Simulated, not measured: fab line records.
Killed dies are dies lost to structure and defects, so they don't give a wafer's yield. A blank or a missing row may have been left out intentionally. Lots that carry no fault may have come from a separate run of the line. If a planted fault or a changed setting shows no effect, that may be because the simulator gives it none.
Which tool did it? / flow gf180mcu / 42 wafers from 14 lots sampled at 2 of the route's 602 steps

== WHAT EACH GAUGE READ, for each wafer ==
GF_NSD_TW_MEAS_12. Usual: NSD_TW typically reads 4254, with standard deviation 58.
lot=L752; measured=day 14 00:11; on=film_metro-02; NSD_TW=4165 4181 4181; flag=
lot=L753; measured=day 13 22:28; on=film_metro-01; NSD_TW=4286 4285 4297; flag=
lot=L754; measured=day 14 15:20; on=film_metro-01; NSD_TW=4298 4286 4285; flag=
lot=L755; measured=day 15 03:25; on=film_metro-02; NSD_TW=4160 4180 4155; flag=
lot=L756; measured=day 15 09:54; on=film_metro-03; NSD_TW=4263 4267 4254; flag=
lot=L760; measured=day 16 18:14; on=film_metro-02; NSD_TW=4142 4147 4166; flag=
lot=L761; measured=day 17 00:50; on=film_metro-02; NSD_TW=4141 4177 4168; flag=
lot=L766; measured=day 18 15:08; on=film_metro-03; NSD_TW=4277 4309 4284; flag=
lot=L768; measured=day 19 10:19; on=film_metro-01; NSD_TW=4297 4295 4282; flag=
lot=L769; measured=day 19 13:54; on=film_metro-03; NSD_TW=4279 4274 4247; flag=
lot=L770; measured=day 19 18:46; on=film_metro-01; NSD_TW=4291 4339 4310; flag=
lot=L772; measured=day 20 11:07; on=film_metro-03; NSD_TW=4330 4291 4320; flag=
lot=L773; measured=day 20 21:03; on=film_metro-03; NSD_TW=4333 4322 4329; flag=
lot=L774; measured=day 21 05:17; on=film_metro-03; NSD_TW=4277 4328 4290; flag=

== WHICH TOOL RAN EACH LOT (tool, then ch and the chambers of the sampled wafers, then the start) ==
lot=L752; GF_POLY_GATE_SOFTBAKE_06=litho_track-02 ch 0, day 9 04:00
lot=L753; GF_POLY_GATE_SOFTBAKE_06=litho_track-03 ch 0, day 9 08:00
lot=L754; GF_POLY_GATE_SOFTBAKE_06=litho_track-02 ch 0, day 9 20:00
lot=L755; GF_POLY_GATE_SOFTBAKE_06=litho_track-01 ch 0, day 10 04:00
lot=L756; GF_POLY_GATE_SOFTBAKE_06=litho_track-01 ch 0, day 10 13:00
lot=L760; GF_POLY_GATE_SOFTBAKE_06=litho_track-03 ch 0, day 11 14:00
lot=L761; GF_POLY_GATE_SOFTBAKE_06=litho_track-03 ch 0, day 11 20:00
lot=L766; GF_POLY_GATE_SOFTBAKE_06=litho_track-02 ch 0, day 13 08:00
lot=L768; GF_POLY_GATE_SOFTBAKE_06=litho_track-01 ch 0, day 13 22:00
lot=L769; GF_POLY_GATE_SOFTBAKE_06=litho_track-01 ch 0, day 14 01:00
lot=L770; GF_POLY_GATE_SOFTBAKE_06=litho_track-01 ch 0, day 14 07:00
lot=L772; GF_POLY_GATE_SOFTBAKE_06=litho_track-03 ch 0, day 14 20:00
lot=L773; GF_POLY_GATE_SOFTBAKE_06=litho_track-03 ch 0, day 15 07:00
lot=L774; GF_POLY_GATE_SOFTBAKE_06=litho_track-01 ch 0, day 15 11:00
- GF_POLY_GATE_SOFTBAKE_06: time 60 s.

== WHAT THE TOOLS THEMSELVES READ (means of the sampled wafers that have a number; where no wafer has one, the mark that the record gives instead) ==
GF_POLY_GATE_SOFTBAKE_06. Usual: resist_line_temp_C 22.99 C, standard deviation 0.11; run_length_s 89.26 s, standard deviation 0.12.
lot=L752; tool=litho_track-02; resist_line_temp_C (C)=22.98; run_length_s (s)=89.22; flag=
lot=L753; tool=litho_track-03; resist_line_temp_C (C)=22.97; run_length_s (s)=89.26; flag=
lot=L754; tool=litho_track-02; resist_line_temp_C (C)=22.83; run_length_s (s)=89.37; flag=
lot=L755; tool=litho_track-01; resist_line_temp_C (C)=23.08; run_length_s (s)=89.29; flag=
lot=L756; tool=litho_track-01; resist_line_temp_C (C)=22.91; run_length_s (s)=89.23; flag=
lot=L760; tool=litho_track-03; resist_line_temp_C (C)=23.08; run_length_s (s)=93.05; flag=OFF
lot=L761; tool=litho_track-03; resist_line_temp_C (C)=23.05; run_length_s (s)=93.04; flag=OFF
lot=L766; tool=litho_track-02; resist_line_temp_C (C)=22.99; run_length_s (s)=89.34; flag=
lot=L768; tool=litho_track-01; resist_line_temp_C (C)=23.04; run_length_s (s)=89.26; flag=
lot=L769; tool=litho_track-01; resist_line_temp_C (C)=22.87; run_length_s (s)=89.26; flag=
lot=L770; tool=litho_track-01; resist_line_temp_C (C)=22.94; run_length_s (s)=89.31; flag=
lot=L772; tool=litho_track-03; resist_line_temp_C (C)=22.82; run_length_s (s)=89.26; flag=
lot=L773; tool=litho_track-03; resist_line_temp_C (C)=22.89; run_length_s (s)=89.25; flag=
lot=L774; tool=litho_track-01; resist_line_temp_C (C)=23.21; run_length_s (s)=89.39; flag=

== THE ANSWER, worked out from the rows above alone ==
Rule: lot off if the mean of its wafers having a number is beyond 3 standard deviations from the usual mean. A lot without any number at a reading at which 4 lots or more have one is off too. Where the step has rows for the other lots, those lots are counted as sound. Order of review: gauges by route order, followed by the tools' own readings, for which a lot's mean as printed above is used. The first step at which some lot is off is used, and at that step the reading that is off furthest; a lot without a number counts as furthest.
Off: L760, L761, at GF_POLY_GATE_SOFTBAKE_06 (run_length_s).
A tool fits if, at that step or a process step before it, it ran every lot that is off, and no sound lot after the first of them. None of those tried fits.

== WHAT THE SIMULATOR HAD INSERTED ==
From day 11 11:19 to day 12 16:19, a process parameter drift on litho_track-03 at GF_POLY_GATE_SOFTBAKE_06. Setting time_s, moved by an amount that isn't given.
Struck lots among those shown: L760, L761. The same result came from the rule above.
